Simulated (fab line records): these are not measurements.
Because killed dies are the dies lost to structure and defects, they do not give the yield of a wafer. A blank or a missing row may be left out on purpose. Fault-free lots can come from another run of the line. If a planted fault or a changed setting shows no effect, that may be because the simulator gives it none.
fab line records ; flow gf180mcu
[record] lots = 13; wafers = 39; last_day = 34
route steps=602 shown LVPWELL@65 MVSD@68 VT_IMPLANT@97 HV_LDD@213
lots with no fault: from the same line, run without faults
start_h: start of the lot's first displayed wafer, in hours after the record's first day ; wait_h: hours since the lot's step before ; " repeats the value in the row above ; L1.1+2: a single row standing in for several wafers ; - no value present, or no start provided ; * or withheld: withheld ; < > ~ a bound
route shown NAME@n: names a module that has steps shown in the file, with the first one's number in the route ; usual: mean/standard deviation taken from wafers without a fault ; same: alike in all rows ; chamber/n: place in a boat ; sites: the reading at each site ; _std_site: their standard deviation ; _edge_site: mean of outer sites minus mean of inner sites ; radius_mm: for every site, how far away it sits from the centre of the wafer ; mask NAME#n: copy n ; behind: the tool/chamber that last shaped the wafer ; hold: cause of the lot's hold/its duration in hours/its outcome ; device: which transistor (n, p or np) failed to switch ; end of line: the route-end tests of the same wafers ; where a step has no rows: the recipe by itself ; killed: the dies lost at the first sort to structure and to defects; this is not the yield of the wafer ; map: the dies of a wafer, with x for killed, . for not killed, _ for no die there
set.NAME: the setting as run; set.NAME@STEP: as run at that earlier step ; model.NAME: the simulator's own value behind a step, which no gauge read
route steps across a sampled set of lots; one table per step, one row per wafer
services: the hour from which a tool's chamber was out of use, counted from the record's first day as start_h (under 0 if before that day), plus the number of hours and why
[[steps]]
[step GF_LVPWELL_TW_MEAS_11]
[usual] LVPWELL_TW = 556/3.7
lot.wafer;tool;chamber;start_h;wait_h;LVPWELL_TW
L266.3;film_metro-03;-;75.49;0.1;556
L266.4;film_metro-03;-;75.49;0.1;556
L266.6;film_metro-03;-;75.49;0.1;558
L267.1;film_metro-03;-;81.94;0.1;558
L267.2;film_metro-03;-;81.94;0.1;560
L267.4;film_metro-03;-;81.94;0.1;557
L268.1;film_metro-03;-;85.52;0.1;554
L268.5;film_metro-03;-;85.52;0.1;558
L268.6;film_metro-03;-;85.52;0.1;556
L269.1;film_metro-03;-;92.12;0.1;557
L269.2;film_metro-03;-;92.12;0.1;555
L269.4;film_metro-03;-;92.12;0.1;557
L270.1;film_metro-03;-;98.74;0.1;559
L270.5;film_metro-03;-;98.74;0.1;559
L270.6;film_metro-03;-;98.74;0.1;557
L271.3;film_metro-03;-;102.29;0.1;558
L271.4;film_metro-03;-;102.29;0.1;560
L271.5;film_metro-03;-;102.29;0.1;559
L276.2;film_metro-01;-;130.53;0.1;558
L276.4;film_metro-01;-;130.53;0.1;558
L276.5;film_metro-01;-;130.53;0.1;557
L277.1;film_metro-03;-;136.29;0.1;556
L277.2;film_metro-03;-;136.29;0.1;558
L277.5;film_metro-03;-;136.29;0.1;559
L278.1;film_metro-04;-;141.96;0.1;556
L278.3;film_metro-04;-;141.96;0.1;556
L278.5;film_metro-04;-;141.96;0.1;556
L279.1;film_metro-04;-;149.84;0.1;550
L279.5;film_metro-04;-;149.84;0.1;552
L279.6;film_metro-04;-;149.84;0.1;550
L280.4;film_metro-04;-;154.54;0.1;550
L280.5;film_metro-04;-;154.54;0.1;551
L280.6;film_metro-04;-;154.54;0.1;554
L286.1;film_metro-04;-;188.88;0.1;553
L286.2;film_metro-04;-;188.88;0.1;551
L286.3;film_metro-04;-;188.88;0.1;552
L288.2;film_metro-04;-;198.47;0.1;551
L288.3;film_metro-04;-;198.47;0.1;551
L288.4;film_metro-04;-;198.47;0.1;554
[step GF_MVSD_COAT_02]
[recipe] spin_rpm = 2000; resist_thk_nm = 3000
lot.wafer;tool;chamber;start_h;wait_h
L266.3+4+6;litho_track-02;0;81.84;0.1
L267.1+2+4;litho_track-03;0;87.85;0.1
L268.1+5+6;litho_track-02;0;92.34;0.1
L269.1+2+4;litho_track-03;0;99.25;0.1
L270.1+5+6;litho_track-03;0;105.35;0.1
L271.3+4+5;litho_track-01;0;109.46;0.1
L276.2+4+5;litho_track-03;0;138.02;0.1
L277.1+2+5;litho_track-03;0;144.00;0.1
L278.1+3+5;litho_track-02;0;149.39;0.1
L279.1+5+6;litho_track-02;0;157.94;0.1
L280.4+5+6;litho_track-02;0;162.46;0.1
L286.1+2+3;litho_track-03;0;197.20;0.1
L288.2+3+4;litho_track-03;0;206.47;0.1
[step GF_MVSD_STRIP_10]
[recipe] chemistry = O2/N2; power_w = 1400; pressure_mtorr = 1500; platen_temp_c = 250; o2_flow_sccm = 3000; n2_flow_sccm = 300; overash_fraction = 0.5
[usual] chamber_pressure_mTorr = 1500.1/1.3; drypump_motor_current_A = 5.92/0.3; heater_power_w = 332/25; oes_product_au = 0.723/0.0047; strip_time_to_endpoint_s = 36.94/0.1
lot.wafer;tool;chamber;start_h;wait_h;chamber_pressure_mTorr;drypump_motor_current_A;heater_power_w;oes_product_au;rf_hours_counter_h;strip_time_to_endpoint_s
L266.3;plasma_asher-01;1;89.21;0.1;1498.8;5.37;371;0.722;-;36.95
L266.4;plasma_asher-01;0;89.21;0.1;1498.6;5.83;301;0.723;-;36.89
L266.6;plasma_asher-01;0;89.21;0.1;1500.3;5.83;301;0.727;-;37.00
L267.1;plasma_asher-02;1;95.97;0.1;1502.2;6.15;322;0.733;29;36.91
L267.2;plasma_asher-02;0;95.97;0.1;1499.5;6.24;344;0.731;29;37.06
L267.4;plasma_asher-02;0;95.97;0.1;1500.6;6.23;335;0.728;-;36.92
L268.1;plasma_asher-04;0;99.99;0.1;1498.5;5.83;342;0.724;46;36.83
L268.5;plasma_asher-04;1;99.99;0.1;1499.6;6.24;318;0.730;-;36.92
L268.6;plasma_asher-04;0;99.99;0.1;1498.5;5.84;355;0.718;-;36.71
L269.1;plasma_asher-01;1;106.99;0.1;1502.5;5.43;369;0.728;43;36.93
L269.2;plasma_asher-01;0;106.99;0.1;1499.8;5.83;297;0.724;43;36.88
L269.4;plasma_asher-01;1;106.99;0.1;1501.0;5.38;371;0.726;-;36.80
L270.1;plasma_asher-04;1;112.94;0.1;1501.1;6.21;310;0.724;47;36.72
L270.5;plasma_asher-04;0;112.94;0.1;1498.5;5.84;348;0.728;-;36.97
L270.6;plasma_asher-04;1;112.94;0.1;1501.7;6.21;311;0.721;-;36.80
L271.3;plasma_asher-02;0;116.96;0.1;1499.3;6.26;341;0.719;-;36.97
L271.4;plasma_asher-02;1;116.96;0.1;1501.0;6.15;318;0.722;-;37.02
L271.5;plasma_asher-02;0;116.96;0.1;1499.3;6.25;346;0.714;-;37.06
L276.2;plasma_asher-01;1;145.99;0.1;1499.2;5.36;367;0.718;48;36.95
L276.4;plasma_asher-01;0;145.99;0.1;1498.5;5.85;294;0.725;-;36.94
L276.5;plasma_asher-01;0;145.99;0.1;1500.3;5.86;292;0.721;-;36.92
L277.1;plasma_asher-04;1;152.39;0.1;1499.2;6.24;310;0.719;51;36.94
L277.2;plasma_asher-04;0;152.39;0.1;1498.6;5.84;355;0.720;51;36.94
L277.5;plasma_asher-04;1;152.39;0.1;1499.9;6.24;324;0.726;-;36.87
L278.1;plasma_asher-01;0;157.99;0.1;1501.5;5.81;292;0.726;49;36.93
L278.3;plasma_asher-01;1;157.99;0.1;1500.0;5.40;372;0.706;-;27.81
L278.5;plasma_asher-01;1;157.99;0.1;1500.5;5.37;377;0.721;-;36.94
L279.1;plasma_asher-02;0;166.02;0.1;1501.6;6.26;351;0.727;36;37.17
L279.5;plasma_asher-02;0;166.02;0.1;1500.7;6.25;343;0.719;-;37.09
L279.6;plasma_asher-02;1;166.02;0.1;1499.2;6.14;330;0.709;-;27.85
L280.4;plasma_asher-01;1;170.92;0.1;1500.8;5.41;371;0.721;-;36.93
L280.5;plasma_asher-01;1;170.92;0.1;1501.5;5.39;363;0.727;-;36.94
L280.6;plasma_asher-01;0;170.92;0.1;1499.5;5.84;294;0.717;-;27.68
L286.1;plasma_asher-04;0;205.83;0.1;1498.6;5.86;354;0.719;56;36.85
L286.2;plasma_asher-04;1;205.83;0.1;1500.8;6.22;316;0.719;56;36.96
L286.3;plasma_asher-04;1;205.83;0.1;1499.8;6.20;318;0.729;-;36.90
L288.2;plasma_asher-01;0;215.89;0.1;1500.5;5.86;289;0.722;55;36.89
L288.3;plasma_asher-01;0;215.89;0.1;1499.7;5.85;300;0.730;-;36.96
L288.4;plasma_asher-01;1;215.89;0.1;1499.8;5.39;364;0.727;-;36.94
[step GF_VT_IMPLANT_OVL_MEAS_07]
[usual] VT_IMPLANT_OVL = 0.8/1.3
lot.wafer;tool;chamber;start_h;wait_h;VT_IMPLANT_OVL[nm]
L266.3;overlay-01;-;118.44;0.1;1.2
L266.4;overlay-01;-;118.44;0.1;0.7
L266.6;overlay-01;-;118.44;0.1;1.8
L267.1;overlay-01;-;124.49;0.1;-1.7
L267.2;overlay-01;-;124.49;0.1;0.3
L267.4;overlay-01;-;124.49;0.1;0.4
L268.1;overlay-01;-;128.91;0.1;4.5
L268.5;overlay-01;-;128.91;0.1;2.6
L268.6;overlay-01;-;128.91;0.1;4.0
L269.1;overlay-02;-;137.04;0.1;0.4
L269.2;overlay-02;-;137.04;0.1;0.1
L269.4;overlay-02;-;137.04;0.1;-0.2
L270.1;overlay-02;-;142.77;0.1;0.6
L270.5;overlay-02;-;142.77;0.1;1.4
L270.6;overlay-02;-;142.77;0.1;-0.6
L271.3;overlay-02;-;150.47;0.1;0.4
L271.4;overlay-02;-;150.47;0.1;-0.2
L271.5;overlay-02;-;150.47;0.1;0.9
L276.2;overlay-02;-;178.48;0.1;1.0
L276.4;overlay-02;-;178.48;0.1;0.0
L276.5;overlay-02;-;178.48;0.1;0.7
L277.1;overlay-02;-;185.44;0.1;1.9
L277.2;overlay-02;-;185.44;0.1;-0.3
L277.5;overlay-02;-;185.44;0.1;0.3
L278.1;overlay-02;-;191.17;0.1;-1.0
L278.3;overlay-02;-;191.17;0.1;0.9
L278.5;overlay-02;-;191.17;0.1;-0.5
L279.1;overlay-01;-;200.46;0.1;3.0
L279.5;overlay-01;-;200.46;0.1;1.2
L279.6;overlay-01;-;200.46;0.1;1.3
L280.4;overlay-02;-;205.14;0.1;3.1
L280.5;overlay-02;-;205.14;0.1;0.0
L280.6;overlay-02;-;205.14;0.1;2.1
L286.1;overlay-02;-;242.89;0.1;0.4
L286.2;overlay-02;-;242.89;0.1;-1.2
L286.3;overlay-02;-;242.89;0.1;-2.1
L288.2;overlay-01;-;252.68;0.1;0.8
L288.3;overlay-01;-;252.68;0.1;0.6
L288.4;overlay-01;-;252.68;0.1;1.2
[step GF_HV_LDD_STRIP_37]
[recipe] chemistry = O2/N2; power_w = 1400; pressure_mtorr = 1500; platen_temp_c = 250; o2_flow_sccm = 3000; n2_flow_sccm = 300; overash_fraction = 0.5
[usual] chamber_pressure_mTorr = 1500.0/1.3; drypump_motor_current_A = 5.9/0.31; heater_power_w = 338/31; oes_product_au = 0.716/0.0048; strip_time_to_endpoint_s = 12.62/0.035
lot.wafer;tool;chamber;start_h;wait_h;chamber_pressure_mTorr;drypump_motor_current_A;heater_power_w;oes_product_au;rf_hours_counter_h;strip_time_to_endpoint_s
L266.3;plasma_asher-04;1;264.31;0.1;1498.8;6.2;318;0.711;-;12.63
L266.4;plasma_asher-04;0;264.31;0.1;1499.0;5.9;349;0.728;-;12.60
L266.6;plasma_asher-04;1;264.31;0.1;1500.4;6.2;308;0.721;-;12.55
L267.1;plasma_asher-01;0;271.85;0.1;1496.7;5.9;286;0.710;60;12.62
L267.2;plasma_asher-01;1;271.85;0.1;1499.2;5.4;371;0.715;60;12.67
L267.4;plasma_asher-01;0;271.85;0.1;1501.2;5.9;284;0.724;-;12.62
L268.1;plasma_asher-04;1;277.45;0.1;1500.6;6.2;317;0.718;64;12.58
L268.5;plasma_asher-04;1;277.45;0.1;1499.5;6.2;314;0.716;-;12.60
L268.6;plasma_asher-04;0;277.45;0.1;1498.6;5.8;350;0.726;-;12.57
L269.1;plasma_asher-01;0;289.81;0.1;1498.0;5.8;297;0.713;62;12.61
L269.2;plasma_asher-01;1;289.81;0.1;1498.7;5.4;358;0.708;62;12.61
L269.4;plasma_asher-01;1;289.81;0.1;1500.8;5.4;354;0.714;-;12.68
L270.1;plasma_asher-03;1;292.98;0.1;1501.4;6.4;377;0.712;19;12.64
L270.5;plasma_asher-03;1;292.98;0.1;1500.5;6.4;386;0.713;-;12.56
L270.6;plasma_asher-03;0;292.98;0.1;1499.6;5.8;332;0.719;-;12.56
L271.3;plasma_asher-03;1;303.76;0.1;1500.3;6.3;382;0.713;-;12.58
L271.4;plasma_asher-03;0;303.76;0.1;1501.3;5.8;326;0.719;-;12.60
L271.5;plasma_asher-03;1;303.76;0.1;1501.2;6.4;388;0.718;-;12.58
L276.2;plasma_asher-01;1;337.68;0.1;1501.8;5.4;362;0.716;67;12.62
L276.4;plasma_asher-01;0;337.68;0.1;1500.8;5.8;292;0.713;-;12.60
L276.5;plasma_asher-01;0;337.68;0.1;1501.4;5.8;295;0.717;-;12.58
L277.1;plasma_asher-03;1;348.83;0.1;1500.9;6.3;364;0.720;24;12.59
L277.2;plasma_asher-03;0;348.83;0.1;1498.4;5.7;335;0.724;24;12.60
L277.5;plasma_asher-03;1;348.83;0.1;1497.5;6.4;379;0.716;-;12.61
L278.1;plasma_asher-01;0;353.98;0.1;1500.5;5.9;293;0.716;69;12.60
L278.3;plasma_asher-01;1;353.98;0.1;1500.5;5.4;360;0.707;-;12.63
L278.5;plasma_asher-01;0;353.98;0.1;1499.8;5.9;296;0.716;-;12.66
L279.1;plasma_asher-01;0;363.71;0.1;1499.6;5.8;291;0.711;70;12.61
L279.5;plasma_asher-01;0;363.71;0.1;1499.4;5.8;308;0.720;-;12.65
L279.6;plasma_asher-01;1;363.71;0.1;1498.7;5.4;363;0.713;-;12.63
L280.4;plasma_asher-04;1;384.49;0.1;1500.2;6.2;309;0.718;-;12.71
L280.5;plasma_asher-04;1;384.49;0.1;1497.5;6.2;313;0.716;-;12.67
L280.6;plasma_asher-04;0;384.49;0.1;1500.5;5.8;352;0.708;-;12.74
L286.1;plasma_asher-01;1;428.41;0.1;1500.8;5.4;367;0.727;76;12.65
L286.2;plasma_asher-01;0;428.41;0.1;1498.6;5.8;305;0.716;76;12.63
L286.3;plasma_asher-01;0;428.41;0.1;1501.6;5.8;295;0.720;-;12.61
L288.2;plasma_asher-04;1;445.63;0.1;1499.0;6.2;310;0.719;1;12.64
L288.3;plasma_asher-04;0;445.63;0.1;1499.3;5.9;351;0.722;-;12.64
L288.4;plasma_asher-04;1;445.63;0.1;1501.7;6.2;307;0.723;-;12.63
[[services]]
tool;chamber;start_h;hours;kind
plasma_asher-01;-;68.76;0.7;repair
plasma_asher-01;-;92.01;5.3;repair
plasma_asher-03;-;108.77;9.0;pm
plasma_asher-03;0;108.77;9.0;vent_cycle
plasma_asher-03;1;108.77;9.0;vent_cycle
plasma_asher-03;0;117.77;-;clean
plasma_asher-03;1;117.77;-;clean
plasma_asher-02;-;156.56;6.9;repair
plasma_asher-04;-;175.62;7.5;repair
plasma_asher-01;-;189.27;4.0;repair
plasma_asher-03;-;240.12;0.8;repair
plasma_asher-03;-;268.58;0.4;repair
plasma_asher-01;-;282.28;2.1;repair
litho_track-01;-;305.56;-;consumable_replace:filter
plasma_asher-02;-;354.12;2.8;pm
plasma_asher-03;-;391.87;0.7;repair
plasma_asher-01;-;402.60;7.5;repair
plasma_asher-04;-;404.46;0.7;repair
plasma_asher-04;-;421.25;9.0;pm
plasma_asher-04;0;421.25;9.0;vent_cycle
plasma_asher-04;1;421.25;9.0;vent_cycle
plasma_asher-04;0;430.25;-;clean
plasma_asher-04;1;430.25;-;clean
[[key]]
[first_sign] step = GF_MVSD_STRIP_10; reading = strip_time_to_endpoint_s; direction = down; sigmas = 92; usual = *; struck = *
effect none on later readings
met_at GF_MVSD_COAT_02
struck_lots L278,L279,L280
struck_wafers L278.3,L279.6,L280.6
tester_left_out L278,L279,L280
not_acting_at GF_LVPWELL_TW_MEAS_11,GF_VT_IMPLANT_OVL_MEAS_07,GF_HV_LDD_STRIP_37
onset_between 92.34 149.39
[fault] kind = process_parameter_drift; tool = litho_track-02; chamber = -; onset_h = 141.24; steps = GF_MVSD_COAT_02; channel = resist_thk_nm; offset = *; shape = step; end_h = 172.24; scope = struck_wafers_only; acts_in = *; stated = *
// tester_left_out: of these lots the tester's yield and bins aren't shown, on N5 and GAA mostly nor the transistor test; their killed dies are dies lost to structure and defects alone, not to doping, threshold or leakage, so they don't give the yield
